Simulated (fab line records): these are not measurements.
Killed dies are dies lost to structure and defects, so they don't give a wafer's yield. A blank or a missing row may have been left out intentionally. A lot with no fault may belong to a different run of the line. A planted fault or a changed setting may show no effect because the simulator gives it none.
Split-lot study / flow sky130 / 23 wafers read across 5 lots, on a route 708 steps long

## SPLIT DETAILS
At SKY_SD_P_IMPLANT_09, the setting energy kev was moved away from the recipe's 20 on 10 of the 23 wafers read, by -5.9% to +3.6%. The other wafers ran this setting at the recipe's value.

## FROM THE SPLIT TO THE READING: what the file shows between them, 8 steps
- SKY_SD_P_STRIP_10: strips in O2/N2
- SKY_SD_P_TW_MEAS_11
- SKY_SD_N_IMPLANT_09 (also split here: energy kev)
- SKY_SD_N_IMPLANT_10
- SKY_SD_N_STRIP_11: strips in O2/N2
- SKY_SD_N_CLEAN_13: cleans in SC1/SC2, time 150 s
- SKY_SD_N_RTA_14: time 2 s
- SKY_SD_N_RS_MEAS_16: measures by four-point-probe

## THE READING
SD_P_RS (ohm/sq), read at SKY_SD_N_RS_MEAS_17 with a four-point probe. Fault-free wafers of this fab line usually give 147.2 ohm/sq, standard deviation 0.42 ohm/sq.

wafer=L076.1; tool, chamber at the split=implanter-01, 0; energy kev as run=18.84; against the recipe=-5.8%; SD_P_RS, ohm/sq=151.2; against lot-mates on the recipe=+4.1
wafer=L076.2; tool, chamber at the split=implanter-01, 0; energy kev as run=20; against the recipe=recipe; SD_P_RS, ohm/sq=147.4; against lot-mates on the recipe=-
wafer=L076.3; tool, chamber at the split=implanter-01, 0; energy kev as run=18.84; against the recipe=-5.8%; SD_P_RS, ohm/sq=151.1; against lot-mates on the recipe=+4.0
wafer=L076.5; tool, chamber at the split=implanter-01, 0; energy kev as run=20; against the recipe=recipe; SD_P_RS, ohm/sq=147.1; against lot-mates on the recipe=-
wafer=L076.6; tool, chamber at the split=implanter-01, 0; energy kev as run=20; against the recipe=recipe; SD_P_RS, ohm/sq=146.9; against lot-mates on the recipe=-
wafer=L080.1; tool, chamber at the split=implanter-04, 0; energy kev as run=20; against the recipe=recipe; SD_P_RS, ohm/sq=146.9; against lot-mates on the recipe=-
wafer=L080.3; tool, chamber at the split=implanter-04, 0; energy kev as run=20; against the recipe=recipe; SD_P_RS, ohm/sq=147.3; against lot-mates on the recipe=-
wafer=L080.4; tool, chamber at the split=implanter-04, 0; energy kev as run=20; against the recipe=recipe; SD_P_RS, ohm/sq=147.0; against lot-mates on the recipe=-
wafer=L080.5; tool, chamber at the split=implanter-04, 0; energy kev as run=18.82; against the recipe=-5.9%; SD_P_RS, ohm/sq=151.4; against lot-mates on the recipe=+4.3
wafer=L080.6; tool, chamber at the split=implanter-04, 0; energy kev as run=18.82; against the recipe=-5.9%; SD_P_RS, ohm/sq=150.9; against lot-mates on the recipe=+3.8
wafer=L082.1; tool, chamber at the split=implanter-02, 0; energy kev as run=20; against the recipe=recipe; SD_P_RS, ohm/sq=147.1; against lot-mates on the recipe=-
wafer=L082.2; tool, chamber at the split=implanter-02, 0; energy kev as run=20.5; against the recipe=+2.5%; SD_P_RS, ohm/sq=145.6; against lot-mates on the recipe=-1.6
wafer=L082.3; tool, chamber at the split=implanter-02, 0; energy kev as run=20.5; against the recipe=+2.5%; SD_P_RS, ohm/sq=146.0; against lot-mates on the recipe=-1.2
wafer=L082.5; tool, chamber at the split=implanter-02, 0; energy kev as run=20.5; against the recipe=+2.5%; SD_P_RS, ohm/sq=145.6; against lot-mates on the recipe=-1.6
wafer=L082.6; tool, chamber at the split=implanter-02, 0; energy kev as run=20; against the recipe=recipe; SD_P_RS, ohm/sq=147.3; against lot-mates on the recipe=-
wafer=L083.4; tool, chamber at the split=implanter-02, 0; energy kev as run=20; against the recipe=recipe; SD_P_RS, ohm/sq=147.0; against lot-mates on the recipe=-
wafer=L083.5; tool, chamber at the split=implanter-02, 0; energy kev as run=20; against the recipe=recipe; SD_P_RS, ohm/sq=147.2; against lot-mates on the recipe=-
wafer=L083.6; tool, chamber at the split=implanter-02, 0; energy kev as run=20; against the recipe=recipe; SD_P_RS, ohm/sq=146.6; against lot-mates on the recipe=-
wafer=L085.2; tool, chamber at the split=implanter-01, 0; energy kev as run=20.73; against the recipe=+3.6%; SD_P_RS, ohm/sq=144.2; against lot-mates on the recipe=-2.5
wafer=L085.3; tool, chamber at the split=implanter-01, 0; energy kev as run=20.73; against the recipe=+3.6%; SD_P_RS, ohm/sq=144.7; against lot-mates on the recipe=-2.0
wafer=L085.4; tool, chamber at the split=implanter-01, 0; energy kev as run=20.73; against the recipe=+3.6%; SD_P_RS, ohm/sq=144.4; against lot-mates on the recipe=-2.3
wafer=L085.5; tool, chamber at the split=implanter-01, 0; energy kev as run=20; against the recipe=recipe; SD_P_RS, ohm/sq=146.4; against lot-mates on the recipe=-
wafer=L085.6; tool, chamber at the split=implanter-01, 0; energy kev as run=20; against the recipe=recipe; SD_P_RS, ohm/sq=147.0; against lot-mates on the recipe=-

THE FIT
A straight line over all 23 wafers: SD_P_RS changes by -0.687 ohm/sq for each +1% of energy kev; r = -0.99; the points scatter about the line by 0.3 ohm/sq.
The same after taking each lot's own level away (the mean of its wafers on the recipe; 23 wafers): -0.666 ohm/sq for each +1%; r = -0.99; scatter 0.23 ohm/sq.
The reading moves by 3.9 ohm/sq for the largest change in energy kev, on that fit.
Measured against the standard deviation above, the lots' own levels, which go from 146.70 to 147.20 ohm/sq, span 1.2 times it.
The two slopes are in agreement: the lot-to-lot level therefore moves the slope only a little.
Check: for one of the wafers moved furthest among these (-5.9%), held out of the fit, the line's prediction against its lot-mates is +3.91 ohm/sq. Against them it came out at +4.33 ohm/sq.

## THE OTHER SPLITS THESE WAFERS WENT THROUGH
These wafers also went through other splits before the reading. Each is held against what the fit with the lots' levels taken away leaves over:
other split on the same wafers=SKY_LDD_P_COAT_02 resist thk nm; wafers away from the commonest value=6; r with SD_P_RS (lot level and that fit taken away)=-0.15
other split on the same wafers=SKY_LDD_P_IMPLANT_09 dose cm2; wafers away from the commonest value=7; r with SD_P_RS (lot level and that fit taken away)=+0.04
other split on the same wafers=SKY_LDD_LDN_IMPLANT_10 energy kev; wafers away from the commonest value=8; r with SD_P_RS (lot level and that fit taken away)=-0.38
other split on the same wafers=SKY_SD_N_IMPLANT_09 energy kev; wafers away from the commonest value=8; r with SD_P_RS (lot level and that fit taken away)=-0.09

## THE WHOLE CHAIN: every reading that the file lists as answering this split, in the file's order
step=SKY_SD_P_IMPLANT_09; what it does=; reading=implant.rp nm (the simulator's own value, which no gauge read); change (the file's fit)=+0.138 nm for each +1% of the setting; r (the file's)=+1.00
step=SKY_SD_P_IMPLANT_09; what it does=; reading=implant.drp nm (the simulator's own value, which no gauge read); change (the file's fit)=+0.0689 nm for each +1% of the setting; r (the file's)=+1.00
step=SKY_SD_P_STRIP_10; what it does=strips in O2/N2; reading=strip time to endpoint s; change (the file's fit)=withheld for each +1% of the setting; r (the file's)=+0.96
step=SKY_SD_P_TW_MEAS_11; what it does=; reading=SD_P_TW; change (the file's fit)=+7.79 for each +1% of the setting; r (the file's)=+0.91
step=SKY_SD_N_RS_MEAS_17; what it does=measures by four-point-probe; reading=SD_P_RS; change (the file's fit)=-0.675 for each +1% of the setting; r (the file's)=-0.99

## THE FILE'S OWN FIT
SD_P_RS changes by -0.675 ohm/sq for each +1% of energy kev, r = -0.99.
